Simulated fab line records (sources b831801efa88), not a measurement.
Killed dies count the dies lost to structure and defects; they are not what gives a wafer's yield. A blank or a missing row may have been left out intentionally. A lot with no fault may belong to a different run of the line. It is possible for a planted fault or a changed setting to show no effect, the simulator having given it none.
fab line records    flow sky130
[record] lots = 13  wafers = 39  last-day = 50
route steps=708 shown VT_ADJUST_NCORE@129 SONOS_ONO@169 CONTACT@417 VIA1@470 PAD_OPEN@708
lots that met no fault: taken from a fault-free run of the same line
start-h: start of the lot's first displayed wafer, in hours after the record's first day    wait-h: time in hours since the lot's previous step    " same as the row above    L1.1+2: several wafers, shown together as one row    - no value present, or no start provided    * or withheld: withheld    < > ~ a bound
route shown NAME@n: NAME is a module with steps in the file, n the number in the route of the first one    usual: average and standard deviation across the fault-free wafers    same: alike in all rows    chamber/n: place in a boat    sites: readings site by site    _std_site: standard deviation across them    _edge_site: inner sites' mean taken away from outer sites' mean    radius-mm: for every site, how far away it sits from the centre of the wafer    mask NAME#n: copy n    behind: the last tool/chamber to shape the wafer    hold: why the lot went on hold/how many hours it stayed there/how the hold came to an end    device: the transistor (n, p or np) that didn't switch    end of line: the same wafers' tests at the end of the route    where a step has no rows: the recipe by itself    killed: count of dies lost to structure and defects at first sort (not the wafer's yield)    map: shows each die of a wafer: x if killed, . if not, _ if none is there
set.NAME: the run value of the setting; set.NAME@STEP: its run value at that earlier step    model.NAME: the simulator's own value behind a step, which no gauge read
one table for each step of the route and one row for each wafer, over a sample of lots
services: from which hour (start-h, from the record's first day; less than 0 if before it) a tool's chamber was out of use, for how many hours, and why
[[steps]]
[step SKY_VT_ADJUST_NCORE_STRIP_10]
[recipe] chemistry = O2/N2  power-w = 1400  pressure-mtorr = 1500  platen-temp-c = withheld  o2-flow-sccm = 3000  n2-flow-sccm = 300  overash-fraction = 0.5
[usual] drypump-motor-current-A = 5.72/0.22  oes-product-au = 0.716/0.0045  strip-time-to-endpoint-s = 14.18/0.048
lot.wafer  tool             chamber  start-h  wait-h  drypump-motor-current-A  oes-product-au  rf-hours-counter-h  strip-time-to-endpoint-s
L450.2     plasma-asher-01  0        194.77   0.1     5.56                     0.718           51                  14.23
L450.4     "                1        "        "       5.75                     0.717           -                   14.28
L450.5     "                1        "        "       5.74                     0.719           -                   14.27
L451.3     plasma-asher-03  1        207.85   0.1     5.21                     0.704           -                   14.14
L451.5     "                1        "        "       5.21                     0.721           -                   14.15
L451.6     "                0        "        "       5.85                     0.723           -                   14.16
L452.1     plasma-asher-03  0        212.05   0.1     5.84                     0.713           49                  14.16
L452.3     "                0        "        "       5.83                     0.720           -                   14.24
L452.5     "                0        "        "       5.84                     0.720           -                   14.18
L453.1     plasma-asher-03  1        221.57   0.1     5.21                     0.716           50                  14.26
L453.5     "                1        "        "       5.21                     0.723           -                   14.24
L453.6     "                0        "        "       5.84                     0.710           -                   14.23
L454.4     plasma-asher-04  1        225.88   0.1     5.76                     0.713           -                   14.16
L454.5     "                1        "        "       5.76                     0.712           -                   14.16
L454.6     "                0        "        "       6.01                     0.707           -                   14.16
L455.2     plasma-asher-01  1        229.17   0.1     5.76                     0.716           55                  14.17
L455.5     "                1        "        "       5.80                     0.708           -                   14.16
L455.6     "                0        "        "       5.55                     0.718           -                   14.18
L456.2     plasma-asher-04  0        236.75   0.1     6.03                     0.716           12                  14.20
L456.4     "                1        "        "       5.77                     0.717           -                   14.20
L456.5     "                0        "        "       6.04                     0.723           -                   14.14
L457.4     plasma-asher-04  1        247.93   0.1     5.74                     0.715           -                   14.19
L457.5     "                1        "        "       5.76                     0.717           -                   14.23
L457.6     "                0        "        "       6.03                     0.716           -                   14.27
L458.2     plasma-asher-01  0        250.42   0.1     5.56                     0.714           57                  14.17
L458.4     "                0        "        "       5.54                     0.716           -                   14.18
L458.6     "                0        "        "       5.58                     0.713           -                   14.13
L462.1     plasma-asher-04  0        276.01   0.1     6.01                     0.725           17                  14.20
L462.3     "                0        "        "       6.04                     0.715           -                   14.23
L462.5     "                0        "        "       6.04                     0.718           -                   14.20
L465.1     plasma-asher-01  1        298.17   0.1     5.70                     0.717           62                  14.13
L465.2     "                0        "        "       5.57                     0.714           62                  14.12
L465.3     "                0        "        "       5.56                     0.718           -                   14.12
L468.4     plasma-asher-04  1        315.20   0.1     5.74                     0.718           -                   14.12
L468.5     "                1        "        "       5.77                     0.714           -                   14.13
L468.6     "                0        "        "       6.07                     0.712           -                   14.10
L469.1     plasma-asher-01  1        325.85   0.1     5.74                     0.717           64                  14.26
L469.3     "                1        "        "       5.75                     0.718           -                   14.16
L469.4     "                0        "        "       5.57                     0.714           -                   14.29
[step SKY_SONOS_ONO_THK_MEAS_01]
[recipe] reads = SiO2_of_SONOS_ONO_OXIDATION_00
[usual] SONOS_ONO_OXIDATION_THK = 2.58/0.063
lot.wafer  tool           chamber  start-h  wait-h  SONOS_ONO_OXIDATION_THK[nm]
L450.2     film-metro-03  -        268.67   0.0     2.58
L450.4     "              -        "        "       2.47
L450.5     "              -        "        "       2.56
L451.3     film-metro-02  -        281.05   0.0     2.64
L451.5     "              -        "        "       2.71
L451.6     "              -        "        "       2.69
L452.1     film-metro-04  -        286.20   0.0     2.67
L452.3     "              -        "        "       2.63
L452.5     "              -        "        "       2.65
L453.1     film-metro-04  -        296.35   0.0     2.65
L453.5     "              -        "        "       2.66
L453.6     "              -        "        "       2.57
L454.4     film-metro-02  -        302.85   0.0     2.49
L454.5     "              -        "        "       2.48
L454.6     "              -        "        "       2.56
L455.2     film-metro-04  -        305.35   0.0     2.53
L455.5     "              -        "        "       2.57
L455.6     "              -        "        "       2.62
L456.2     film-metro-04  -        313.39   0.0     2.71
L456.4     "              -        "        "       2.62
L456.5     "              -        "        "       2.57
L457.4     film-metro-02  -        325.85   0.0     2.62
L457.5     "              -        "        "       2.60
L457.6     "              -        "        "       2.55
L458.2     film-metro-03  -        329.86   0.0     2.50
L458.4     "              -        "        "       2.59
L458.6     "              -        "        "       2.57
L462.1     film-metro-03  -        360.97   0.0     2.59
L462.3     "              -        "        "       2.67
L462.5     "              -        "        "       2.59
L465.1     film-metro-03  -        388.56   0.0     2.60
L465.2     "              -        "        "       2.53
L465.3     "              -        "        "       2.61
L468.4     film-metro-04  -        398.95   0.0     2.64
L468.5     "              -        "        "       2.61
L468.6     "              -        "        "       2.59
L469.1     film-metro-04  -        418.83   0.0     2.60
L469.3     "              -        "        "       2.66
L469.4     "              -        "        "       2.60
[step SKY_CONTACT_EXPOSE_11]
[recipe] mask-id = CTM1  na = 0.8  source-shape = annular  sigma-inner = 0.55  sigma-outer = 0.85  target-cd-nm = 170  dose-mj = 38
[usual] exposure-dose-mJ-cm2 = 37.83/0.036
lot.wafer  tool            chamber  start-h  wait-h  mask    exposure-dose-mJ-cm2
L450.2     krf-scanner-02  0        749.86   -       CTM1#0  37.84
L450.4     "               0        "        "       CTM1#0  37.80
L450.5     "               0        "        "       CTM1#0  37.86
L451.3     krf-scanner-02  0        755.70   -       CTM1#0  37.78
L451.5     "               0        "        "       CTM1#0  37.85
L451.6     "               0        "        "       CTM1#0  37.78
L452.1     krf-scanner-01  0        760.84   -       CTM1#0  37.78
L452.3     "               0        "        "       CTM1#0  37.80
L452.5     "               0        "        "       CTM1#0  37.86
L453.1     krf-scanner-01  0        778.01   -       CTM1#0  37.79
L453.5     "               0        "        "       CTM1#0  37.79
L453.6     "               0        "        "       CTM1#0  37.81
L454.4     krf-scanner-02  0        782.44   -       CTM1#0  37.83
L454.5     "               0        "        "       CTM1#0  37.86
L454.6     "               0        "        "       CTM1#0  37.82
L455.2     krf-scanner-01  0        786.61   -       CTM1#0  38.62
L455.5     "               0        "        "       CTM1#0  38.64
L455.6     "               0        "        "       CTM1#0  38.67
L456.2     krf-scanner-02  0        791.26   -       CTM1#0  37.82
L456.4     "               0        "        "       CTM1#0  37.86
L456.5     "               0        "        "       CTM1#0  37.83
L457.4     krf-scanner-02  0        810.77   -       CTM1#0  37.84
L457.5     "               0        "        "       CTM1#0  37.83
L457.6     "               0        "        "       CTM1#0  37.83
L458.2     krf-scanner-01  0        812.41   -       CTM1#0  38.47
L458.4     "               0        "        "       CTM1#0  38.48
L458.6     "               0        "        "       CTM1#0  38.43
L462.1     krf-scanner-01  0        844.68   -       CTM1#0  38.36
L462.3     "               0        "        "       CTM1#0  38.39
L462.5     "               0        "        "       CTM1#0  38.34
L465.1     krf-scanner-02  0        865.58   -       CTM1#0  37.85
L465.2     "               0        "        "       CTM1#0  37.78
L465.3     "               0        "        "       CTM1#0  37.79
L468.4     krf-scanner-02  0        877.20   -       CTM1#0  37.87
L468.5     "               0        "        "       CTM1#0  37.82
L468.6     "               0        "        "       CTM1#0  37.86
L469.1     krf-scanner-02  0        890.87   -       CTM1#0  37.83
L469.3     "               0        "        "       CTM1#0  37.83
L469.4     "               0        "        "       CTM1#0  37.87
[step SKY_VIA1_CD_MEAS_12]
[recipe] target-cd-nm = 150
[usual] cd-nm = 150.2/1.6
lot.wafer  tool       chamber  start-h  wait-h  cd-nm
L450.2     cd-sem-01  -        823.26   -       149.8
L450.4     "          -        "        "       151.7
L450.5     "          -        "        "       149.8
L451.3     cd-sem-01  -        827.41   -       150.7
L451.5     "          -        "        "       150.5
L451.6     "          -        "        "       150.2
L452.1     cd-sem-02  -        831.81   -       150.7
L452.3     "          -        "        "       151.4
L452.5     "          -        "        "       150.6
L453.1     cd-sem-01  -        850.44   -       150.5
L453.5     "          -        "        "       151.4
L453.6     "          -        "        "       151.2
L454.4     cd-sem-01  -        854.95   -       150.2
L454.5     "          -        "        "       148.9
L454.6     "          -        "        "       150.2
L455.2     cd-sem-02  -        857.16   -       149.8
L455.5     "          -        "        "       152.0
L455.6     "          -        "        "       152.7
L456.2     cd-sem-01  -        860.96   -       148.7
L456.4     "          -        "        "       148.5
L456.5     "          -        "        "       149.8
L457.4     cd-sem-01  -        881.85   -       148.4
L457.5     "          -        "        "       148.8
L457.6     "          -        "        "       148.9
L458.2     cd-sem-02  -        883.56   -       150.6
L458.4     "          -        "        "       150.4
L458.6     "          -        "        "       150.2
L462.1     cd-sem-02  -        913.64   -       149.7
L462.3     "          -        "        "       148.2
L462.5     "          -        "        "       149.5
L465.1     cd-sem-02  -        933.61   -       152.3
L465.2     "          -        "        "       151.3
L465.3     "          -        "        "       151.9
L468.4     cd-sem-01  -        944.33   -       151.7
L468.5     "          -        "        "       150.2
L468.6     "          -        "        "       150.2
L469.1     cd-sem-01  -        958.22   -       150.2
L469.3     "          -        "        "       149.7
L469.4     "          -        "        "       149.5
[step SKY_PAD_OPEN_PROBE_99]
[usual] killed_at_M0_to_M3 = 43/6.8  killed_at_M4_up = 3.3/1.9  killed-at-contacts = 24/5.3  killed-at-front-end = 14/4.3  killed-at-other = 0.3/0.62  killed-dies = 85/9.8  killed-open = 46/8  killed-short = 39/5.9
[same] gross-dies = 492  killed-at-back-side = 0
lot.wafer  tool       chamber  start-h  wait-h  killed_at_M0_to_M3  killed_at_M4_up  killed-at-contacts  killed-at-front-end  killed-at-other  killed-dies  killed-open  killed-short
L455.2     prober-02  -        1134.58  0.1     44                  7                21                  12                   0                84           36           48
L462.1     prober-01  -        1177.66  0.1     50                  2                20                  18                   0                90           58           32
L462.3     prober-01  -        1177.76  0.2     40                  4                34                  19                   0                97           62           35
// killed by level:class
L455.2 METAL1:geometric-particle:short=11 VIA1:geometric-particle:open=7 METAL4:geometric-particle:short=6 LI_CONTACT:geometric-particle:open=5 LOCAL_INTERCONNECT:geometric-particle:short=5 CONTACT:geometric-particle:open=5 LI_CONTACT:geometric-particle:short=4 VIA1:geometric-particle:short=4
L462.1 VIA1:geometric-particle:open=15 CONTACT:geometric-particle:open=9 VIA2:geometric-particle:short=8 FIELD_ISO:geometric-particle:open=6 LI_CONTACT:geometric-particle:open=6 METAL2:geometric-particle:short=6 VIA2:geometric-particle:open=6 FIELD_ISO:geometric-particle:short=5
L462.3 VIA1:geometric-particle:open=18 LI_CONTACT:geometric-particle:open=13 CONTACT:geometric-particle:open=10 FIELD_ISO:geometric-particle:short=8 FIELD_ISO:geometric-particle:open=5 CONTACT:geometric-particle:short=5 VIA3:geometric-particle:open=5 METAL2:geometric-particle:short=4
[[services]]
tool            chamber  start-h  hours  kind
krf-scanner-02  -        203.57   0.8    pm
krf-scanner-02  -        204.95   4.4    pm
krf-scanner-02  -        224.84   1.0    pm
krf-scanner-02  -        279.70   3.6    pm
krf-scanner-02  -        284.49   0.7    repair
krf-scanner-02  -        315.03   1.3    pm
krf-scanner-02  -        372.37   0.8    pm
krf-scanner-02  -        393.84   1.0    pm
krf-scanner-02  -        409.38   3.7    repair
krf-scanner-02  -        431.94   0.8    pm
krf-scanner-02  -        484.94   1.3    pm
krf-scanner-02  -        513.14   0.4    repair
krf-scanner-02  -        529.99   4.0    pm
krf-scanner-02  -        541.17   0.8    pm
krf-scanner-02  -        562.84   1.0    pm
krf-scanner-02  -        564.14   0.4    repair
krf-scanner-02  -        616.83   1.2    repair
krf-scanner-02  -        639.66   21.0   pm
krf-scanner-02  -        660.84   1.3    pm
krf-scanner-02  -        680.12   1.6    repair
krf-scanner-02  -        685.82   0.4    repair
krf-scanner-02  -        709.97   0.8    pm
krf-scanner-02  -        731.84   1.0    pm
krf-scanner-02  -        804.71   0.9    repair
[[key]]
[first-sign] step = SKY_CONTACT_EXPOSE_11  reading = exposure-dose-mJ-cm2  direction = up  sigmas = 18  usual = *  struck = *
effect none on later readings
met-at SKY_CONTACT_EXPOSE_11
struck-lots L455,L458,L462
tester-left-out L455,L458,L462
[loop-trim] step = SKY_CONTACT_EXPOSE_11  setting = dose  lots = L458,L462
not-acting-at SKY_VT_ADJUST_NCORE_STRIP_10,SKY_SONOS_ONO_THK_MEAS_01,SKY_VIA1_CD_MEAS_12
onset-between 778.01 786.61
[fault] kind = process-parameter-drift  tool = krf-scanner-01  chamber = -  onset-h = 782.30  steps = SKY_CONTACT_EXPOSE_11  channel = dose-mj  offset = 0.80223  shape = step  acts-in = these-recipes-only  stated = 38
// tester-left-out: of these lots the tester's yield and bins aren't shown, on N5 and GAA mostly nor the transistor test; their killed dies are dies lost to structure and defects alone, not to doping, threshold or leakage, so they don't give the yield
// loop-trim: a control loop set the setting to another value than it would have without faults
